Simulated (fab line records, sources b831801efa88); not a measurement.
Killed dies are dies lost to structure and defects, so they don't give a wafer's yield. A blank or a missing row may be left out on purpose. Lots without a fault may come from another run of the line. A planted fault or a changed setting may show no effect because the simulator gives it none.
Which tool did it? | flow gf180mcu | 13 lots, 39 wafers sampled, at 3 steps of a route of 602

WHAT THE GAUGES READ, wafer by wafer
GF_VT_IMPLANT_OVL_MEAS_40. Usual: VT_IMPLANT_03_OVL 0.1 nm, standard deviation 1.3.
lot  | measured     | on         | VT_IMPLANT_03_OVL (nm) | flag
L374 | day 7 14:59  | overlay-01 | 0.7 2.5 -1.1           |
L375 | day 7 19:58  | overlay-01 | 1.5 1.2 -0.9           |
L376 | day 8 03:25  | overlay-01 | -2.2 -1.5 -2.2         |
L377 | day 8 10:29  | overlay-01 | -2.9 -1.9 0.7          |
L378 | day 8 17:26  | overlay-02 | -3.6 0.6 1.2           |
L380 | day 9 03:11  | overlay-02 | 2.6 1.5 -0.9           |
L388 | day 11 10:14 | overlay-02 | 1.2 1.7 2.3            |
L389 | day 11 17:49 | overlay-01 | -0.9 -0.2 0.1          |
L392 | day 12 11:23 | overlay-02 | 0.4 0.1 1.3            |
L394 | day 13 05:50 | overlay-01 | 0.7 0.3 1.4            |
L395 | day 13 11:20 | overlay-01 | -0.5 -0.1 -1.2         |
L396 | day 13 19:34 | overlay-02 | 1.5 1.2 2.1            |
L397 | day 13 21:29 | overlay-01 | 1.7 -0.5 -1.0          |

WHICH TOOL RAN EACH LOT (tool, then ch and the chambers of the sampled wafers, then the start)
lot  | GF_STI_ETCH_14                  | GF_LVPWELL_STRIP_10
L374 | rie_si-02 ch 0,1,2, day 2 02:26 | plasma_asher-02 ch 0,1, day 3 21:40
L375 | rie_si-01 ch 0,1, day 2 07:26   | plasma_asher-04 ch 0,1, day 4 03:43
L376 | rie_si-02 ch 0,2,3, day 2 13:47 | plasma_asher-03 ch 0,1, day 4 09:37
L377 | rie_si-02 ch 1,2, day 2 16:38   | plasma_asher-04 ch 0,1, day 4 14:56
L378 | rie_si-02 ch 2,3, day 2 22:17   | plasma_asher-04 ch 1, day 4 20:20
L380 | rie_si-02 ch 0,2,3, day 3 08:44 | plasma_asher-03 ch 1, day 5 06:32
L388 | rie_si-01 ch 0,1, day 5 01:38   | plasma_asher-04 ch 0,1, day 7 03:34
L389 | rie_si-01 ch 0,1,2, day 5 07:26 | plasma_asher-03 ch 0,1, day 7 10:13
L392 | rie_si-02 ch 0,1,3, day 5 22:35 | plasma_asher-03 ch 0,1, day 8 01:04
L394 | rie_si-01 ch 1,3, day 6 11:41   | plasma_asher-03 ch 0,1, day 8 15:22
L395 | rie_si-01 ch 0,2,3, day 6 13:56 | plasma_asher-04 ch 0,1, day 8 20:55
L396 | rie_si-01 ch 0,1,3, day 6 19:08 | plasma_asher-03 ch 0,1, day 9 02:22
L397 | rie_si-02 ch 0,2,3, day 6 23:23 | plasma_asher-02 ch 0,1, day 9 05:49
- GF_STI_ETCH_14: etches Si in HBr/Cl2/O2, target depth 360 nm, time 102.9 s.
- GF_LVPWELL_STRIP_10: strips in O2/N2.

WHAT THE TOOLS THEMSELVES READ (means of the sampled wafers that have a number; where no wafer has one, the mark that the record gives instead)
GF_STI_ETCH_14. Usual: drypump_motor_current_A 5.9 A, standard deviation 0.44; oes_product_au 1.007 a.u., standard deviation 0.014; rf_fwd_power_W 596.7 W, standard deviation 2; throttle_valve_pct 25.651 %, standard deviation 0.013.
lot  | tool      | drypump_motor_current_A (A) | oes_product_au (a.u.) | rf_fwd_power_W (W) | throttle_valve_pct (%) | flag
L374 | rie_si-02 | 5.9                         | 1.008                 | 598.2              | 25.656                 |
L375 | rie_si-01 | 6.3                         | 0.979                 | 596.2              | 25.669                 |
L376 | rie_si-02 | 5.8                         | 1.002                 | 597.1              | 25.655                 |
L377 | rie_si-02 | 5.7                         | 0.999                 | 597.2              | 25.657                 |
L378 | rie_si-02 | 5.5                         | 0.954                 | 499.1              | 25.679                 | OFF
L380 | rie_si-02 | 5.8                         | 0.968                 | 500.6              | 25.677                 | OFF
L388 | rie_si-01 | 6.3                         | 0.989                 | 595.6              | 25.651                 |
L389 | rie_si-01 | 6.0                         | 1.002                 | 597.3              | 25.664                 |
L392 | rie_si-02 | 5.9                         | 1.006                 | 599.2              | 25.655                 |
L394 | rie_si-01 | 6.4                         | 1.015                 | 597.7              | 25.649                 |
L395 | rie_si-01 | 5.9                         | 0.999                 | 596.5              | 25.659                 |
L396 | rie_si-01 | 6.4                         | 0.998                 | 597.1              | 25.658                 |
L397 | rie_si-02 | 5.8                         | 1.016                 | 599.3              | 25.649                 |

GF_LVPWELL_STRIP_10. Usual: drypump_motor_current_A 5.7 A, standard deviation 0.37; heater_power_w 306 W, standard deviation 37; oes_product_au 0.723 a.u., standard deviation 0.0045; strip_time_to_endpoint_s 36.98 s, standard deviation 0.1.
lot  | tool            | drypump_motor_current_A (A) | heater_power_w (W) | oes_product_au (a.u.) | strip_time_to_endpoint_s (s) | flag
L374 | plasma_asher-02 | 5.6                         | 313                | 0.726                 | 36.95                        |
L375 | plasma_asher-04 | 5.9                         | 292                | 0.723                 | 37.07                        |
L376 | plasma_asher-03 | 5.5                         | 336                | 0.724                 | 36.86                        |
L377 | plasma_asher-04 | 5.9                         | 299                | 0.725                 | 37.13                        |
L378 | plasma_asher-04 | 5.7                         | 323                | 0.725                 | 37.07                        |
L380 | plasma_asher-03 | 6.0                         | 302                | 0.720                 | 36.94                        |
L388 | plasma_asher-04 | 5.9                         | 294                | 0.721                 | 37.20                        |
L389 | plasma_asher-03 | 5.7                         | 311                | 0.717                 | 36.94                        |
L392 | plasma_asher-03 | 5.7                         | 319                | 0.722                 | 37.09                        |
L394 | plasma_asher-03 | 5.7                         | 319                | 0.720                 | 36.97                        |
L395 | plasma_asher-04 | 5.9                         | 295                | 0.727                 | 37.06                        |
L396 | plasma_asher-03 | 5.7                         | 317                | 0.724                 | 36.92                        |
L397 | plasma_asher-02 | 5.6                         | 311                | 0.725                 | 36.90                        |

THE ANSWER, worked out from the rows above alone
Rule: a lot is off if the mean of its wafers that have a number lies more than 3 standard deviations from the usual mean. A lot without any number at a reading at which 4 lots or more have one is off too. The other lots that the step has rows for count as sound. The gauges are gone through in route order, then the tools' own readings, and for those a lot's mean is taken as printed above. The first step at which some lot is off is used, and at that step the reading that is off furthest; a lot without a number counts as furthest.
Off: L378, L380, at GF_STI_ETCH_14 (rf_fwd_power_W).
A tool fits if, at that step or a process step before it, it ran every lot that is off, and no sound lot after the first of them. None of those tried fits.

WHAT THE SIMULATOR HAD PUT IN
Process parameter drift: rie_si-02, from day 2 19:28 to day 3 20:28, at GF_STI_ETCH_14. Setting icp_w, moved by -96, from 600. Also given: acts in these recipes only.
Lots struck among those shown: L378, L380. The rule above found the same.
